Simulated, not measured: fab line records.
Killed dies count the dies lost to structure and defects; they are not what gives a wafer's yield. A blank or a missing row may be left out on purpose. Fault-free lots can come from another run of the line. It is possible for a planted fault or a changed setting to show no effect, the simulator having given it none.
fab line records	flow sfqLine
record lots=6	wafers=18	lastDay=91
route steps=325 shown M2@92 I2@103
lots that met no fault: from a run of the same line without faults
startH: hours from the record's opening day to when the first of the lot's shown wafers began	waitH: hours elapsed since this lot's preceding step	" identical to the entry in the row above	L1.1+2: several wafers, shown together as one row	- no value present, or no start provided	* or withheld: withheld	< > ~ a bound
route shown NAME@n: names a module that has steps shown in the file, with the first one's number in the route	usual: the fault-free wafers' mean and standard deviation	same: alike in all rows	chamber/n: place in a boat	sites: each site's reading	_std_site: standard deviation of those values	_edge_site: outer sites' mean less inner sites'	radiusMm: for every site, how far away it sits from the centre of the wafer	mask NAME#n: copy n	behind: the tool/chamber that last shaped the wafer	hold: cause of the lot's hold/its duration in hours/its outcome	device: names the non-switching transistor (n, p or np)	end of line: the route-end tests of the same wafers	step lacking rows: just its recipe	killed: count of dies lost to structure and defects at first sort (not the wafer's yield)	map: dies across one wafer; x = killed, . = not, _ = none there
set.NAME: the run value of the setting; set.NAME@STEP: its run value at that earlier step	model.NAME: the simulator's own value behind a step, which no gauge read
a table for each step, a row for each wafer; lots at some steps of the route
services: a tool's chamber out of use, with start hour (startH, from the record's first day; less than 0 if before it), hours out, and reason
## steps
# step SFQ_TRILAYER_M2_LITHO_COAT_062
# recipe resist=BARC	spinRpm=3000	resistThkNm=62
# step SFQ_TRILAYER_M2_LITHO_COAT_057
# recipe resist=KrF	spinRpm=3000	resistThkNm=600
# step SFQ_TRILAYER_M2_LITHO_SOFTBAKE_061
# recipe tempC=withheld	timeS=withheld	resist=KrF
# step SFQ_TRILAYER_M2_LITHO_EXPOSE_058
# recipe maskId=M2	na=0.6	sourceShape=conventional	sigmaOuter=0.65	targetCdNm=500	doseMj=14.4
# step SFQ_TRILAYER_M2_LITHO_PEB_060
# recipe pebTempC=115	pebTimeS=60	resist=KrF
# step SFQ_TRILAYER_M2_LITHO_DEVELOP_059
# recipe timeS=60	resist=KrF
# step SFQ_M2_OVL_MEAS_916
# usual M2_OVL=-3/4.6
lot.wafer	tool	chamber	startH	waitH	M2_OVL[nm]
L245.3	overlay-01	-	535.62	0.1	-5
L245.4	"	-	"	"	-7
L245.5	"	-	"	"	-5
L247.1	overlay-01	-	559.28	0.1	-4
L247.2	"	-	"	"	-1
L247.6	"	-	"	"	-3
L255.1	overlay-02	-	637.28	0.1	8
L255.2	"	-	"	"	2
L255.3	"	-	"	"	-1
L257.3	overlay-02	-	652.81	0.1	0
L257.4	"	-	"	"	-2
L257.6	"	-	"	"	0
L256.2	overlay-01	-	656.40	0.1	-1
L256.4	"	-	"	"	-4
L256.5	"	-	"	"	-4
L264.1	overlay-02	-	709.20	0.1	-7
L264.3	"	-	"	"	-3
L264.4	"	-	"	"	-6
# step SFQ_TRILAYER_M2_BARC_OPEN_METAL_ETCH_077
# recipe maskMaterial=PR	chemistry=O2	targetDepthNm=125	target=BARC	icpW=600	biasW=80	pressureMtorr=10	timeS=41.7
# usual drypumpMotorCurrentA=5.4/0.47	oesProductAu=0.685/0.0043
lot.wafer	tool	chamber	startH	waitH	drypumpMotorCurrentA	oesProductAu	rfHoursCounterH
L245.3	rieMetal-04	0	535.66	0.0	5.0	0.688	-
L245.4	"	1	"	"	6.2	0.680	-
L245.5	"	1	"	"	6.1	0.687	-
L247.1	rieMetal-03	0	559.32	0.0	5.6	0.685	1
L247.2	"	1	"	"	4.9	0.693	8
L247.6	"	1	"	"	4.9	0.684	-
L255.1	rieMetal-01	1	637.32	0.0	5.0	0.689	90
L255.2	"	0	"	"	5.8	0.682	110
L255.3	"	0	"	"	5.8	0.682	-
L257.3	rieMetal-03	0	652.85	0.0	5.6	0.686	-
L257.4	"	1	"	"	4.9	0.686	-
L257.6	"	1	"	"	4.9	0.679	-
L256.2	rieMetal-04	0	656.43	0.0	5.0	0.685	124
L256.4	"	1	"	"	6.2	0.685	-
L256.5	"	1	"	"	6.2	0.680	-
L264.1	rieMetal-01	0	709.23	0.0	5.8	0.685	120
L264.3	"	0	"	"	5.8	0.684	-
L264.4	"	1	"	"	5.0	0.688	-
# step SFQ_TRILAYER_M2_ETCH_METAL_ETCH_060
# recipe target=Nb	stopOn=SiO2	maskMaterial=PR	chemistry=Cl2/Ar	targetDepthNm=240	icpW=600	biasW=80	pressureMtorr=10	timeS=120
# usual drypumpMotorCurrentA=5.4/0.47	oesProductAu=0.895/0.0066
lot.wafer	tool	chamber	startH	waitH	drypumpMotorCurrentA	oesProductAu	rfHoursCounterH
L245.3	rieMetal-04	0	535.74	0.1	5.0	0.889	-
L245.4	"	1	"	"	6.2	0.892	-
L245.5	"	1	"	"	6.2	0.898	-
L247.1	rieMetal-03	0	559.38	0.0	5.6	0.897	1
L247.2	"	1	"	"	4.9	0.898	8
L247.6	"	1	"	"	4.9	0.902	-
L255.1	rieMetal-01	1	637.38	0.0	5.0	0.885	90
L255.2	"	0	"	"	5.8	0.896	110
L255.3	"	0	"	"	5.9	0.883	-
L257.3	rieMetal-03	0	652.93	0.1	5.6	0.890	-
L257.4	"	1	"	"	4.9	0.890	-
L257.6	"	1	"	"	4.9	0.887	-
L256.2	rieMetal-04	0	656.49	0.0	5.1	0.885	125
L256.4	"	1	"	"	6.2	0.896	-
L256.5	"	1	"	"	6.2	0.887	-
L264.1	rieMetal-01	0	709.29	0.0	5.9	0.894	120
L264.3	"	0	"	"	5.8	0.898	-
L264.4	"	1	"	"	5.0	0.903	-
# step SFQ_TRILAYER_M2_STRIP_STRIP_061
# recipe gas=O2	powerW=200	platenTempC=40	overashFraction=0.65	chemistry=O2	pressureMtorr=50
# usual drypumpMotorCurrentA=5.4/0.46	oesProductAu=1.001/0.0085
lot.wafer	tool	chamber	startH	waitH	drypumpMotorCurrentA	oesProductAu	rfHoursCounterH
L245.3	rieMetal-04	0	536.03	0.2	5.0	1.009	-
L245.4	"	1	"	"	6.2	0.987	-
L245.5	"	1	"	"	6.2	0.996	-
L247.1	rieMetal-03	0	559.50	0.1	5.7	1.003	1
L247.2	"	1	"	"	4.9	1.004	8
L247.6	"	1	"	"	4.9	1.002	-
L255.1	rieMetal-01	1	637.50	0.1	5.0	1.009	90
L255.2	"	0	"	"	5.8	0.989	111
L255.3	"	0	"	"	5.8	0.981	-
L257.3	rieMetal-03	0	653.22	0.2	5.6	1.012	-
L257.4	"	1	"	"	4.9	1.003	-
L257.6	"	1	"	"	4.9	1.010	-
L256.2	rieMetal-04	0	656.62	0.1	5.1	1.004	125
L256.4	"	1	"	"	6.2	0.983	-
L256.5	"	1	"	"	6.2	0.991	-
L264.1	rieMetal-01	0	709.42	0.1	5.8	0.980	121
L264.3	"	0	"	"	5.8	0.999	-
L264.4	"	1	"	"	5.0	1.006	-
# step SFQ_TRILAYER_M2_STRIP_SOLV_CLEAN_062
# recipe chemistry=NMP	tempC=70	timeS=600
# step SFQ_TRILAYER_I2_DEP_PECVD_063
# recipe material=SiO2	tempC=150	timeS=111.11	pressureTorr=2.4	rfW=183.3	precursor=SiH4/N2O	targetThkNm=500
# usual heaterPowerOuterW=31/7.7	heaterPowerW=82/10	throttleValvePct=24.6/1.2
lot.wafer	tool	chamber	startH	waitH	heaterPowerOuterW	heaterPowerW	throttleValvePct
L245.3	pecvd-02	1	536.60	0.0	38	90	24.9
L245.4	"	2	"	"	37	91	24.6
L245.5	"	1	"	"	40	91	25.0
L247.1	pecvd-02	1	560.28	0.0	28	76	25.3
L247.2	"	2	"	"	40	92	24.8
L247.6	"	1	"	"	32	81	25.6
L255.1	pecvd-02	1	638.29	0.0	39	91	25.4
L255.2	"	2	"	"	45	100	25.1
L255.3	"	0	"	"	34	80	26.7
L257.3	pecvd-03	0	653.97	0.0	35	89	23.2
L257.4	"	1	"	"	35	84	23.8
L257.6	"	0	"	"	23	74	23.1
L256.2	pecvd-02	0	657.41	0.0	25	69	26.8
L256.4	"	2	"	"	46	99	25.0
L256.5	"	1	"	"	33	82	25.9
L264.1	pecvd-03	0	710.19	0.0	29	80	23.7
L264.3	"	2	"	"	9	57	24.5
L264.4	"	0	"	"	31	83	23.4
# step SFQ_TRILAYER_I2_CMP_CMP_064
# recipe material=SiO2	downForcePsi=3	platenRpm=60	padVelocityMS=0.94248
# usual headPressurePsi=3.000/0.0064	motorCurrentA=10.2/1.4	slurryFilterDpKPa=13.50/0.14	slurryFlowMlMin=149.9/0.43	timeToEndpointS=215/7
lot.wafer	tool	chamber	startH	waitH	headPressurePsi	motorCurrentA	slurryFilterDpKPa	slurryFlowMlMin	timeToEndpointS
L245.3	cmp-01	3	536.68	0.0	3.002	10.1	13.60	149.4	203
L245.4	"	0	"	"	2.996	12.6	13.38	149.7	211
L245.5	"	0	539.18	2.5	3.008	12.3	13.47	149.5	214
L247.1	cmp-02	3	561.23	0.9	2.986	8.4	13.57	150.2	209
L247.2	"	2	562.73	2.4	3.006	11.8	13.35	151.4	220
L247.6	"	3	"	"	3.004	8.6	13.57	150.1	225
L255.2	cmp-02	3	638.97	0.6	2.998	8.6	13.72	149.8	208
L255.3	"	1	639.97	1.6	3.011	9.7	13.44	150.0	211
L255.1	"	2	"	"	2.993	11.7	13.29	149.9	123
L257.4	cmp-02	1	654.54	0.5	2.999	9.7	13.69	150.7	122
L257.3	"	3	655.54	1.5	2.999	9.1	13.30	150.2	214
L257.6	"	1	656.54	2.5	3.008	9.9	13.41	150.8	219
L256.2	cmp-01	1	657.99	0.5	3.000	8.3	13.39	150.4	211
L256.4	"	3	658.99	1.5	2.994	10.2	13.78	150.0	217
L256.5	"	0	"	"	2.993	12.7	13.60	149.7	211
L264.4	cmp-01	0	719.65	9.4	3.000	12.7	13.62	150.0	218
L264.3	"	1	"	"	2.996	7.5	13.27	150.0	229
L264.1	"	2	"	"	3.007	10.6	13.61	150.1	208
# step SFQ_I2_BOW_MEAS_917
# recipe mode=bow
# usual I2_BOW=4/6.9
lot.wafer	tool	chamber	startH	waitH	I2_BOW[um]
L245.3	filmMetro-01	-	539.72	2.5	10
L245.4	"	-	"	"	3
L245.5	"	-	"	"	-6
L247.1	filmMetro-02	-	564.23	2.5	0
L247.2	"	-	"	"	-9
L247.6	"	-	"	"	0
L255.1	filmMetro-03	-	641.97	1.0	-2
L255.2	"	-	"	"	4
L255.3	"	-	"	"	-6
L257.3	filmMetro-01	-	657.08	1.0	17
L257.4	"	-	"	"	10
L257.6	"	-	"	"	4
L256.2	filmMetro-02	-	660.51	2.0	12
L256.4	"	-	"	"	1
L256.5	"	-	"	"	14
L264.1	filmMetro-03	-	722.65	1.5	7
L264.3	"	-	"	"	10
L264.4	"	-	"	"	17
## services
tool	chamber	startH	hours	kind
rieMetal-03	0	524.93	-	clean
rieMetal-03	0	524.93	27.1	scheduledDown
rieMetal-03	0	524.93	27.1	ventCycle
cmp-02	-	545.38	5.8	pm
pecvd-03	0	546.87	3.5	repair
cmp-01	-	547.12	1.7	repair
cmp-01	-	550.10	0.3	repair
pecvd-03	-	558.33	0.5	repair
cmp-01	-	558.56	5.6	repair
pecvd-03	-	563.75	14.0	pm
pecvd-03	0	563.75	14.0	ventCycle
pecvd-03	1	563.75	14.0	ventCycle
pecvd-03	2	563.75	14.0	ventCycle
cmp-01	-	571.91	4.4	pm
cmp-02	-	576.73	4.0	pm
cmp-02	-	580.73	-	consumableReplace:conditioner
cmp-02	-	580.73	-	consumableReplace:pad
cmp-02	-	604.34	1.0	repair
rieMetal-03	-	611.95	2.8	pm
pecvd-02	-	623.24	2.8	pm
pecvd-02	1	669.38	17.9	repair
pecvd-03	-	684.82	5.5	pm
cmp-01	-	685.20	3.1	repair
cmp-01	-	688.33	22.3	pm
## key
firstSign step=SFQ_TRILAYER_I2_CMP_CMP_064	reading=timeToEndpointS	direction=down	sigmas=13	usual=*	struck=*
effect none on later readings
metAt SFQ_TRILAYER_I2_CMP_CMP_064
struckWafers L255.1,L257.4
onsetBetween 561.23 638.97
fault kind=processParameterDrift	tool=cmp-02	chamber=-	onsetH=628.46	steps=SFQ_TRILAYER_I2_CMP_CMP_064	channel=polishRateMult	offset=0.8	shape=step	endH=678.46	scope=struckWafersOnly
